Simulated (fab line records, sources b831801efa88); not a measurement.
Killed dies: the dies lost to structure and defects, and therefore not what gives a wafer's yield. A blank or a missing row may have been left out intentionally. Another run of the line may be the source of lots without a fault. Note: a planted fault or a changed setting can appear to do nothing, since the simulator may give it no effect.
The tool behind it: which one?    flow sky130    72 wafers from 24 lots sampled at 4 of the route's 708 steps

WHAT EACH GAUGE READ, for each wafer
SKY_METAL3_OVL_MEAS_14.
lot   measured      on          METAL3_OVL (nm)
L074  day 39 03:27  overlay-01  -4 6 -1
L075  day 39 03:48  overlay-02  -2 8 3
L076  day 39 04:43  overlay-01  12 9 -4
L077  day 39 05:04  overlay-01  -9 -1 -10
L078  day 39 17:56  overlay-01  3 6 -1
L079  day 40 00:10  overlay-01  -1 -1 4
L080  day 40 07:16  overlay-02  -3 -11 8
L081  day 40 15:31  overlay-01  -4 7 1
L082  day 40 23:09  overlay-02  3 -11 -7
L083  day 41 05:34  overlay-01  -8 -8 -9
L084  day 41 12:54  overlay-01  -7 -4 -8
L085  day 41 17:31  overlay-02  2 -2 0
L086  day 41 23:07  overlay-02  8 10 0
L087  day 42 12:12  overlay-01  -5 -6 4
L088  day 42 13:34  overlay-01  -3 -15 -9
L089  day 42 18:13  overlay-02  -1 1 -8
L090  day 43 05:28  overlay-01  -12 -6 -8
L091  day 43 08:19  overlay-02  -5 -5 -7
L092  day 43 20:49  overlay-01  -4 -1 -6
L093  day 44 05:07  overlay-02  -1 -6 -8
L094  day 44 11:37  overlay-01  -1 -8 5
L095  day 45 02:46  overlay-02  -8 -7 -3
L096  day 45 03:07  overlay-01  -1 6 9
L097  day 45 17:10  overlay-01  -10 -6 4

SKY_CAP2M_OVL_MEAS_12.
lot   measured      on          CAP2M_OVL (nm)
L074  day 41 06:38  overlay-01  1.7 2.0 2.0
L075  day 41 07:11  overlay-02  -2.2 -3.4 -3.4
L076  day 41 08:41  overlay-01  -0.6 0.4 -0.2
L077  day 41 08:59  overlay-01  -0.8 -1.9 -0.2
L078  day 41 20:11  overlay-02  -0.7 -0.5 -0.4
L079  day 42 03:12  overlay-01  1.4 -0.4 2.2
L080  day 42 09:56  overlay-01  0.2 0.3 -1.1
L081  day 42 17:44  overlay-02  2.1 -0.8 -0.2
L082  day 43 00:59  overlay-01  1.1 -1.2 0.7
L083  day 43 07:50  overlay-02  1.5 0.6 -0.3
L084  day 43 14:35  overlay-01  1.1 1.3 -0.4
L085  day 43 19:12  overlay-01  1.6 0.6 1.0
L086  day 44 00:42  overlay-02  -0.1 -2.1 -0.3
L087  day 44 12:29  overlay-02  1.3 -0.6 0.4
L088  day 44 14:32  overlay-02  -0.5 -0.2 -1.2
L089  day 44 18:26  overlay-02  -0.4 -0.1 -1.2
L090  day 45 03:56  overlay-02  -0.1 0.0 -0.4
L091  day 45 07:08  overlay-01  0.7 0.5 -1.1
L092  day 45 19:38  overlay-01  -1.3 -1.1 -1.6
L093  day 46 03:20  overlay-01  -0.7 1.7 -0.5
L094  day 46 09:50  overlay-01  -2.6 -2.3 1.0
L095  day 47 00:05  overlay-01  -0.6 -0.1 -0.2
L096  day 47 00:11  overlay-02  1.7 1.7 1.4
L097  day 47 12:50  overlay-02  -0.1 -0.5 -0.7

EACH LOT AND THE TOOL THAT RAN IT (in order: tool; ch and the chambers of the sampled wafers; start)
lot   SKY_METAL1_STRIP_20                   SKY_CAPM_SPUTTER_02
L074  plasma_asher-03 ch 0,1, day 33 11:47  pvd_sputter-03, day 36 22:50
L075  plasma_asher-01 ch 0,1, day 33 13:26  pvd_sputter-04, day 37 00:46
L076  plasma_asher-03 ch 0,1, day 33 13:47  pvd_sputter-01, day 37 02:34
L077  plasma_asher-01 ch 0,1, day 33 16:29  pvd_sputter-03, day 37 03:41
L078  plasma_asher-02 ch 0,1, day 34 04:27  pvd_sputter-03, day 37 15:18
L079  plasma_asher-01 ch 0,1, day 34 11:57  pvd_sputter-01, day 37 22:21
L080  plasma_asher-01 ch 0,1, day 34 17:40  pvd_sputter-01, day 38 05:00
L081  plasma_asher-02 ch 0,1, day 35 03:04  pvd_sputter-01, day 38 13:41
L082  plasma_asher-03 ch 0,1, day 35 11:41  pvd_sputter-03, day 38 22:53
L083  plasma_asher-01 ch 0,1, day 35 17:55  pvd_sputter-04, day 39 05:07
L084  plasma_asher-03 ch 0,1, day 36 02:28  pvd_sputter-01, day 39 11:57
L085  plasma_asher-01 ch 0,1, day 36 07:30  pvd_sputter-01, day 39 17:17
L086  plasma_asher-03 ch 0,1, day 36 13:40  pvd_sputter-01, day 39 23:33
L087  plasma_asher-03 ch 0,1, day 37 04:46  pvd_sputter-04, day 40 11:51
L088  plasma_asher-03 ch 0,1, day 37 05:27  pvd_sputter-04, day 40 13:44
L089  plasma_asher-02 ch 0,1, day 37 11:05  pvd_sputter-03, day 40 19:06
L090  plasma_asher-03 ch 0,1, day 37 21:08  pvd_sputter-04, day 41 05:59
L091  plasma_asher-03 ch 0,1, day 38 01:50  pvd_sputter-01, day 41 09:11
L092  plasma_asher-03 ch 0,1, day 38 15:37  pvd_sputter-03, day 41 21:37
L093  plasma_asher-03 ch 0,1, day 39 01:10  pvd_sputter-03, day 42 07:00
L094  plasma_asher-03 ch 0,1, day 39 08:55  pvd_sputter-03, day 42 14:11
L095  plasma_asher-01 ch 0,1, day 39 22:53  pvd_sputter-03, day 43 05:41
L096  plasma_asher-02 ch 0,1, day 40 00:40  pvd_sputter-01, day 43 06:03
L097  plasma_asher-01 ch 0,1, day 40 16:18  pvd_sputter-03, day 43 20:39
- SKY_METAL1_STRIP_20: strips in O2/N2.
- SKY_CAPM_SPUTTER_02: material TiN, target thk 200 nm, time 159.7 s.

AS READ BY THE TOOLS THEMSELVES (means over the sampled wafers that have a number; for cases with no such wafer, the mark the record gives instead)
SKY_METAL1_STRIP_20.
lot   tool             chamber_pressure_mTorr (mTorr)  drypump_motor_current_A (A)  oes_product_au (a.u.)  strip_time_to_endpoint_s (s)
L074  plasma_asher-03  1500.6                          5.8                          0.345                  2.69
L075  plasma_asher-01  1500.1                          5.9                          0.338                  2.67
L076  plasma_asher-03  1500.1                          5.8                          0.338                  2.68
L077  plasma_asher-01  1499.0                          5.9                          0.341                  2.60
L078  plasma_asher-02  1500.0                          5.4                          0.343                  2.70
L079  plasma_asher-01  1500.8                          5.9                          0.339                  2.68
L080  plasma_asher-01  1499.1                          6.1                          0.338                  2.58
L081  plasma_asher-02  1500.3                          5.7                          0.345                  2.68
L082  plasma_asher-03  1498.8                          5.8                          0.348                  2.72
L083  plasma_asher-01  1499.2                          6.1                          0.339                  2.66
L084  plasma_asher-03  1500.2                          5.5                          0.343                  2.69
L085  plasma_asher-01  1499.8                          5.9                          0.346                  2.75
L086  plasma_asher-03  1499.8                          5.7                          0.347                  2.73
L087  plasma_asher-03  1500.5                          5.5                          0.337                  2.59
L088  plasma_asher-03  1500.4                          5.5                          0.343                  2.70
L089  plasma_asher-02  1499.3                          5.7                          0.336                  2.63
L090  plasma_asher-03  1499.8                          5.5                          0.345                  2.74
L091  plasma_asher-03  1500.2                          5.5                          0.345                  2.67
L092  plasma_asher-03  1499.7                          5.8                          0.347                  2.73
L093  plasma_asher-03  1500.0                          5.8                          0.345                  2.70
L094  plasma_asher-03  1500.8                          5.5                          0.338                  2.59
L095  plasma_asher-01  1498.8                          5.9                          0.346                  2.79
L096  plasma_asher-02  1499.0                          5.7                          0.345                  2.78
L097  plasma_asher-01  1500.7                          6.1                          0.343                  2.65

SKY_CAPM_SPUTTER_02.
lot   tool            chamber_pressure_pa (Pa)  throttle_valve_pct (%)
L074  pvd_sputter-03  0.3999                    29.8
L075  pvd_sputter-04  0.3997                    30.2
L076  pvd_sputter-01  0.4004                    29.4
L077  pvd_sputter-03  0.3997                    29.3
L078  pvd_sputter-03  0.3999                    29.8
L079  pvd_sputter-01  0.4002                    29.6
L080  pvd_sputter-01  0.4016                    29.8
L081  pvd_sputter-01  0.4004                    29.6
L082  pvd_sputter-03  0.4002                    28.3
L083  pvd_sputter-04  0.4000                    29.8
L084  pvd_sputter-01  0.4007                    29.5
L085  pvd_sputter-01  0.3996                    29.8
L086  pvd_sputter-01  0.4006                    29.7
L087  pvd_sputter-04  0.4003                    30.8
L088  pvd_sputter-04  0.4008                    29.7
L089  pvd_sputter-03  0.3999                    29.0
L090  pvd_sputter-04  0.3995                    30.3
L091  pvd_sputter-01  0.4000                    29.7
L092  pvd_sputter-03  0.3996                    29.8
L093  pvd_sputter-03  0.4004                    29.2
L094  pvd_sputter-03  0.4003                    29.8
L095  pvd_sputter-03  0.4002                    29.8
L096  pvd_sputter-01  0.4000                    29.6
L097  pvd_sputter-03  0.4003                    29.2

THE ANSWER, worked out from the rows above alone
Rule: the lots themselves supply what counts as usual. The widest of any qualifying gaps counts: lots, ordered by their means at a reading, are off when they make up no more than a third of the lots, leave a main group of 4 or more, and stand apart from it by 3 or more times the standard deviation of that group's means. If all means in a main group match to the digits the tables above print for the reading, that group is not used. A lot without any number at a reading at which 4 lots or more have one is off too. The other lots that the step has rows for count as sound. Order of review: gauges by route order, followed by the tools' own readings, for which a lot's mean as printed above is used. The first step at which some lot is off is used, and at that step the reading that is off furthest; a lot without a number counts as furthest.
No lot is off at any reading shown: from this, nothing can be told.

WHAT THE SIMULATOR PUT IN
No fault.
